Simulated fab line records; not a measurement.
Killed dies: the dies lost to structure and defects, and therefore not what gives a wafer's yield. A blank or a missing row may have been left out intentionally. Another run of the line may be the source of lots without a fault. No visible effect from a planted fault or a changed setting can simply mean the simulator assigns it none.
fab line records ; flow sky130
record: lots: 15; wafers: 45; lastDay: 48
route steps=708 shown SD_N@356 LI_CONTACT@372
lots that met no fault: from a run of the same line without faults
startH: start of the lot's first displayed wafer, in hours after the record's first day ; waitH: hours elapsed since this lot's preceding step ; " identical to the entry in the row above ; L1.1+2: several wafers, shown together as one row ; - either no value or no given start ; * or withheld: withheld ; < > ~ a bound
route shown NAME@n: names a module that has steps shown in the file, with the first one's number in the route ; usual: the fault-free wafers' mean and standard deviation ; same: alike in all rows ; chamber/n: place in a boat ; sites: each site's reading ; _std_site: how widely they spread, as a standard deviation ; _edge_site: mean of outer sites minus mean of inner sites ; radiusMm: how far each site lies from the wafer's centre ; mask NAME#n: copy n ; behind: tool/chamber where the wafer was last shaped ; hold: cause of the lot's hold/its duration in hours/its outcome ; device: transistor that didn't switch, given as n, p or np ; end of line: tests run on the same wafers once the route is complete ; where a step has no rows: the recipe by itself ; killed: dies that structure and defects cost at the first sort, which is not the same as the wafer's yield ; map: dies across one wafer; x = killed, . = not, _ = none there
set.NAME: the run value of the setting; set.NAME@STEP: its run value at that earlier step ; model.NAME: the simulator's own value behind a step, which no gauge read
route steps across a sampled set of lots; one table per step, one row per wafer
services: the hour from which a tool's chamber was out of use, counted from the record's first day as startH (under 0 if before that day), plus the number of hours and why
== steps ==
step: SKY_SD_N_RTA_14
recipe: tempC: 1075; timeS: 2; idleTempC: 650; rampUpCPerS: 150; rampDownCPerS: 90; ambient: N2
usual: annealTempCMax: 1080.5/1.1; chamberO2Ppm: 1.995/0.021; lampPowerPct: 15.74/0.055; wafer_temp_C_max: 1078.2/1.4
same: timeS: 2
lot.wafer;tool;chamber;startH;waitH;annealTempCMax;chamberO2Ppm;lampPowerPct;wafer_temp_C_max
L765.3;rtpAnneal-01;0;688.47;0.0;1079.8;1.983;15.75;1081.5
L765.5;rtpAnneal-01;0;688.47;0.0;1082.2;1.941;15.68;1080.7
L765.6;rtpAnneal-01;0;688.47;0.0;1082.1;2.004;15.82;1079.5
L768.1;rtpAnneal-02;0;689.41;0.0;1079.5;1.977;15.72;1077.4
L768.3;rtpAnneal-02;0;689.41;0.0;1079.0;1.986;15.76;1077.1
L768.4;rtpAnneal-02;0;689.41;0.0;1079.2;1.981;15.80;1077.2
L766.1;rtpAnneal-02;0;694.26;0.0;1078.9;2.014;15.78;1076.7
L766.4;rtpAnneal-02;0;694.26;0.0;1080.3;1.968;15.83;1078.1
L766.5;rtpAnneal-02;0;694.26;0.0;1079.4;2.012;15.69;1077.6
L764.1;rtpAnneal-01;0;694.66;0.0;1083.1;2.049;15.69;1079.0
L764.3;rtpAnneal-01;0;694.66;0.0;1080.7;2.003;15.76;1076.9
L764.5;rtpAnneal-01;0;694.66;0.0;1079.9;2.009;15.81;1078.1
L770.3;rtpAnneal-01;0;707.93;0.0;1082.0;2.017;15.70;1080.1
L770.5;rtpAnneal-01;0;707.93;0.0;1079.1;2.027;15.75;1079.0
L770.6;rtpAnneal-01;0;707.93;0.0;1080.3;1.970;15.74;1079.7
L771.4;rtpAnneal-01;0;712.39;0.0;1079.6;1.970;15.74;1078.4
L771.5;rtpAnneal-01;0;712.39;0.0;1082.8;1.973;15.82;1077.5
L771.6;rtpAnneal-01;0;712.39;0.0;1080.9;1.991;15.69;1079.4
L773.3;rtpAnneal-01;0;734.64;0.0;1082.9;1.979;15.72;1078.0
L773.5;rtpAnneal-01;0;734.64;0.0;1082.6;1.982;15.68;1080.2
L773.6;rtpAnneal-01;0;734.64;0.0;1080.9;1.958;15.77;1076.9
L774.1;rtpAnneal-02;0;742.01;0.0;1079.6;1.970;15.84;1077.7
L774.2;rtpAnneal-02;0;742.01;0.0;1080.3;2.001;15.75;1078.0
L774.4;rtpAnneal-02;0;742.01;0.0;1079.6;1.987;15.80;1077.2
L775.1;rtpAnneal-01;0;743.21;0.0;1081.6;2.000;15.77;1079.0
L775.3;rtpAnneal-01;0;743.21;0.0;1082.1;2.038;15.83;1079.2
L775.5;rtpAnneal-01;0;743.21;0.0;1081.4;1.998;15.65;1076.4
L776.1;rtpAnneal-02;0;753.56;0.0;1080.7;1.998;15.73;1077.1
L776.3;rtpAnneal-02;0;753.56;0.0;1079.8;1.978;15.67;1078.1
L776.5;rtpAnneal-02;0;753.56;0.0;1080.9;2.020;15.68;1076.8
L777.3;rtpAnneal-01;0;759.78;0.0;1081.8;1.974;15.77;1077.7
L777.4;rtpAnneal-01;0;759.78;0.0;1080.5;1.978;15.82;1079.4
L777.6;rtpAnneal-01;0;759.78;0.0;1078.6;2.010;15.76;1078.1
L778.2;rtpAnneal-02;0;764.11;0.0;1079.4;2.002;15.75;1075.2
L778.3;rtpAnneal-02;0;764.11;0.0;1079.5;2.025;15.68;1078.1
L778.6;rtpAnneal-02;0;764.11;0.0;1079.6;2.013;15.68;1078.4
L782.1;rtpAnneal-02;0;796.91;0.0;1080.0;1.982;15.70;1079.1
L782.4;rtpAnneal-02;0;796.91;0.0;1079.8;1.936;15.74;1078.1
L782.6;rtpAnneal-02;0;796.91;0.0;1079.4;1.955;15.74;1082.1
L783.1;rtpAnneal-01;0;804.06;0.0;1082.2;2.006;15.75;1077.7
L783.2;rtpAnneal-01;0;804.06;0.0;1080.8;1.967;15.74;1077.3
L783.4;rtpAnneal-01;0;804.06;0.0;1083.5;1.985;15.63;1078.1
L784.2;rtpAnneal-02;0;816.62;0.0;1079.6;1.999;15.75;1078.9
L784.3;rtpAnneal-02;0;816.62;0.0;1080.6;1.986;15.80;1078.2
L784.4;rtpAnneal-02;0;816.62;0.0;1079.9;1.969;15.67;1078.2
step: SKY_LI_CONTACT_PEB_10
recipe: pebTempC: withheld; pebTimeS: withheld; resist: KrF-thick
usual: chillPlateTempC: *; exhaustPa: 45.2/0.84
lot.wafer;tool;chamber;startH;waitH;chillPlateTempC;exhaustPa
L765.3;lithoTrack-03;0;717;-;*;44.1
L765.5;lithoTrack-03;0;717;-;*;45.1
L765.6;lithoTrack-03;0;717;-;*;44.4
L768.1;lithoTrack-03;0;718;-;*;45.8
L768.3;lithoTrack-03;0;718;-;*;46.1
L768.4;lithoTrack-03;0;718;-;*;46.1
L766.1;lithoTrack-04;0;723;-;*;45.4
L766.4;lithoTrack-04;0;723;-;*;46.7
L766.5;lithoTrack-04;0;723;-;*;45.4
L764.1;lithoTrack-01;0;724;-;*;44.3
L764.3;lithoTrack-01;0;724;-;*;44.6
L764.5;lithoTrack-01;0;724;-;*;44.2
L770.3;lithoTrack-01;0;736;-;*;46.0
L770.5;lithoTrack-01;0;736;-;*;46.4
L770.6;lithoTrack-01;0;736;-;*;45.7
L771.4;lithoTrack-04;0;741;-;*;45.7
L771.5;lithoTrack-04;0;741;-;*;45.4
L771.6;lithoTrack-04;0;741;-;*;46.0
L773.3;lithoTrack-01;0;761;-;*;45.3
L773.5;lithoTrack-01;0;761;-;*;45.1
L773.6;lithoTrack-01;0;761;-;*;46.1
L774.1;lithoTrack-03;0;769;-;*;46.6
L774.2;lithoTrack-03;0;769;-;*;44.5
L774.4;lithoTrack-03;0;769;-;*;44.5
L775.1;lithoTrack-01;0;770;-;*;44.4
L775.3;lithoTrack-01;0;770;-;*;46.9
L775.5;lithoTrack-01;0;770;-;*;46.4
L776.1;lithoTrack-04;0;781;-;*;43.2
L776.3;lithoTrack-04;0;781;-;*;44.2
L776.5;lithoTrack-04;0;781;-;*;44.8
L777.3;lithoTrack-04;0;786;-;*;47.0
L777.4;lithoTrack-04;0;786;-;*;46.5
L777.6;lithoTrack-04;0;786;-;*;46.0
L778.2;lithoTrack-01;0;791;-;*;44.5
L778.3;lithoTrack-01;0;791;-;*;43.8
L778.6;lithoTrack-01;0;791;-;*;45.0
L782.1;lithoTrack-01;-;824;-;-;-
L782.4;lithoTrack-01;-;824;-;-;-
L782.6;lithoTrack-01;-;824;-;-;-
L783.1;lithoTrack-04;-;831;-;-;-
L783.2;lithoTrack-04;-;831;-;-;-
L783.4;lithoTrack-04;-;831;-;-;-
L784.2;lithoTrack-01;-;843;-;-;-
L784.3;lithoTrack-01;-;843;-;-;-
L784.4;lithoTrack-01;-;843;-;-;-
step: SKY_LI_CONTACT_SPUTTER_19
recipe: material: Ti; targetThkNm: 20; chamberPressurePa: 5; powerW: 2500; substrateTempC: 200; timeS: 106.37
usual: throttleValvePct: 30.0/1.2
same: timeS: 106.37
lot.wafer;tool;chamber;startH;waitH;throttleValvePct
L765.3;pvdSputter-03;-;718.69;0.0;32.0
L765.5;pvdSputter-03;-;718.69;0.0;28.3
L765.6;pvdSputter-03;-;718.69;0.0;31.6
L768.1;pvdSputter-02;-;719.74;0.0;29.2
L768.3;pvdSputter-02;-;719.74;0.0;29.2
L768.4;pvdSputter-02;-;719.74;0.0;29.7
L766.1;pvdSputter-02;-;724.48;0.0;29.5
L766.4;pvdSputter-02;-;724.48;0.0;29.7
L766.5;pvdSputter-02;-;724.48;0.0;29.4
L764.1;pvdSputter-04;-;725.10;0.0;30.9
L764.3;pvdSputter-04;-;725.10;0.0;28.7
L764.5;pvdSputter-04;-;725.10;0.0;30.7
L770.3;pvdSputter-02;-;737.24;0.0;29.3
L770.5;pvdSputter-02;-;737.24;0.0;30.7
L770.6;pvdSputter-02;-;737.24;0.0;31.2
L771.4;pvdSputter-04;-;741.97;0.0;30.5
L771.5;pvdSputter-04;-;741.97;0.0;31.8
L771.6;pvdSputter-04;-;741.97;0.0;28.6
L773.3;pvdSputter-03;-;762.60;0.0;32.2
L773.5;pvdSputter-03;-;762.60;0.0;31.9
L773.6;pvdSputter-03;-;762.60;0.0;29.3
L774.1;pvdSputter-03;-;770.22;0.0;30.0
L774.2;pvdSputter-03;-;770.22;0.0;28.5
L774.4;pvdSputter-03;-;770.22;0.0;29.0
L775.1;pvdSputter-04;-;771.81;0.0;28.6
L775.3;pvdSputter-04;-;771.81;0.0;31.7
L775.5;pvdSputter-04;-;771.81;0.0;31.8
L776.1;pvdSputter-03;-;782.25;0.0;29.2
L776.3;pvdSputter-03;-;782.25;0.0;28.0
L776.5;pvdSputter-03;-;782.25;0.0;29.3
L777.3;pvdSputter-03;-;787.02;0.0;28.4
L777.4;pvdSputter-03;-;787.02;0.0;30.2
L777.6;pvdSputter-03;-;787.02;0.0;29.8
L778.2;pvdSputter-03;-;792.17;0.0;31.8
L778.3;pvdSputter-03;-;792.17;0.0;28.5
L778.6;pvdSputter-03;-;792.17;0.0;29.7
L782.1;pvdSputter-02;-;825.43;0.0;29.7
L782.4;pvdSputter-02;-;825.43;0.0;30.7
L782.6;pvdSputter-02;-;825.43;0.0;29.4
L783.1;pvdSputter-04;-;832.27;0.0;30.8
L783.2;pvdSputter-04;-;832.27;0.0;28.6
L783.4;pvdSputter-04;-;832.27;0.0;28.7
L784.2;pvdSputter-04;-;844.28;0.0;28.3
L784.3;pvdSputter-04;-;844.28;0.0;32.1
L784.4;pvdSputter-04;-;844.28;0.0;30.7
step: SKY_LI_CONTACT_SPUTTER_20
recipe: material: TiN; targetThkNm: 20; chamberPressurePa: 5; powerW: 4000; timeS: 80
usual: throttleValvePct: 30.0/1.2
same: timeS: 80
lot.wafer;tool;chamber;startH;waitH;throttleValvePct
L765.3;pvdSputter-03;-;718.77;0.0;31.9
L765.5;pvdSputter-03;-;718.77;0.0;28.4
L765.6;pvdSputter-03;-;718.77;0.0;32.1
L768.1;pvdSputter-02;-;719.82;0.0;29.6
L768.3;pvdSputter-02;-;719.82;0.0;29.5
L768.4;pvdSputter-02;-;719.82;0.0;29.8
L766.1;pvdSputter-02;-;724.56;0.0;29.4
L766.4;pvdSputter-02;-;724.56;0.0;29.5
L766.5;pvdSputter-02;-;724.56;0.0;29.3
L764.1;pvdSputter-04;-;725.17;0.0;30.5
L764.3;pvdSputter-04;-;725.17;0.0;28.6
L764.5;pvdSputter-04;-;725.17;0.0;30.6
L770.3;pvdSputter-02;-;737.34;0.0;29.6
L770.5;pvdSputter-02;-;737.34;0.0;30.5
L770.6;pvdSputter-02;-;737.34;0.0;31.1
L771.4;pvdSputter-04;-;742.04;0.0;30.9
L771.5;pvdSputter-04;-;742.04;0.0;31.8
L771.6;pvdSputter-04;-;742.04;0.0;28.5
L773.3;pvdSputter-03;-;762.67;0.0;31.9
L773.5;pvdSputter-03;-;762.67;0.0;31.9
L773.6;pvdSputter-03;-;762.67;0.0;29.3
L774.1;pvdSputter-03;-;770.29;0.0;29.9
L774.2;pvdSputter-03;-;770.29;0.0;28.6
L774.4;pvdSputter-03;-;770.29;0.0;29.2
L775.1;pvdSputter-04;-;771.88;0.0;28.3
L775.3;pvdSputter-04;-;771.88;0.0;31.7
L775.5;pvdSputter-04;-;771.88;0.0;31.6
L776.1;pvdSputter-03;-;782.32;0.0;29.2
L776.3;pvdSputter-03;-;782.32;0.0;28.1
L776.5;pvdSputter-03;-;782.32;0.0;29.4
L777.3;pvdSputter-03;-;787.09;0.0;28.4
L777.4;pvdSputter-03;-;787.09;0.0;30.1
L777.6;pvdSputter-03;-;787.09;0.0;29.9
L778.2;pvdSputter-03;-;792.24;0.0;31.8
L778.3;pvdSputter-03;-;792.24;0.0;28.4
L778.6;pvdSputter-03;-;792.24;0.0;30.0
L782.1;pvdSputter-02;-;825.52;0.0;29.3
L782.4;pvdSputter-02;-;825.52;0.0;30.7
L782.6;pvdSputter-02;-;825.52;0.0;29.2
L783.1;pvdSputter-04;-;832.34;0.0;30.8
L783.2;pvdSputter-04;-;832.34;0.0;28.8
L783.4;pvdSputter-04;-;832.34;0.0;28.7
L784.2;pvdSputter-04;-;844.36;0.0;28.5
L784.3;pvdSputter-04;-;844.36;0.0;31.9
L784.4;pvdSputter-04;-;844.36;0.0;30.9
== services ==
tool;chamber;startH;hours;kind
pvdSputter-03;-;665.12;17.6;repair
pvdSputter-03;-;671.57;5.0;repair
pvdSputter-02;-;689.94;1.1;repair
pvdSputter-02;-;735.36;1.2;repair
pvdSputter-02;-;783.15;2.0;repair
pvdSputter-03;-;792.72;2.6;repair
pvdSputter-04;-;794.81;6.3;repair
pvdSputter-04;-;799.01;3.4;repair
== key ==
firstSign: step: SKY_LI_CONTACT_PEB_10; reading: toolRecord; direction: missing
effect none on later readings
metAt SKY_LI_CONTACT_PEB_10
struckLots L782,L783,L784
laterRowsLeftOut L782.1,L782.4,L782.6,L783.1,L783.2,L783.4,L784.2,L784.3,L784.4
sortLeftOut L782.1,L782.4,L782.6,L783.1,L783.2,L783.4,L784.2,L784.3,L784.4
testerLeftOut L782,L783,L784
notActingAt SKY_SD_N_RTA_14,SKY_LI_CONTACT_SPUTTER_19,SKY_LI_CONTACT_SPUTTER_20
onsetBetween 791 824
fault: kind: skippedStepWhole; tool: lithoTrack-01,lithoTrack-04; chamber: -; onsetH: 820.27; steps: SKY_LI_CONTACT_PEB_10; scope: struckLotsOnly
testerLeftOut: of these lots the tester's yield and bins aren't shown, on N5 and GAA mostly nor the transistor test; their killed dies are dies lost to structure and defects alone, not to doping, threshold or leakage, so they don't give the yield
sortLeftOut: the simulated sort isn't trusted on such a fault, so these wafers' sort isn't shown, and their yield isn't known
laterRowsLeftOut: the simulator's readings of these wafers behind a module that went badly wrong aren't trusted and aren't shown, but for the sort
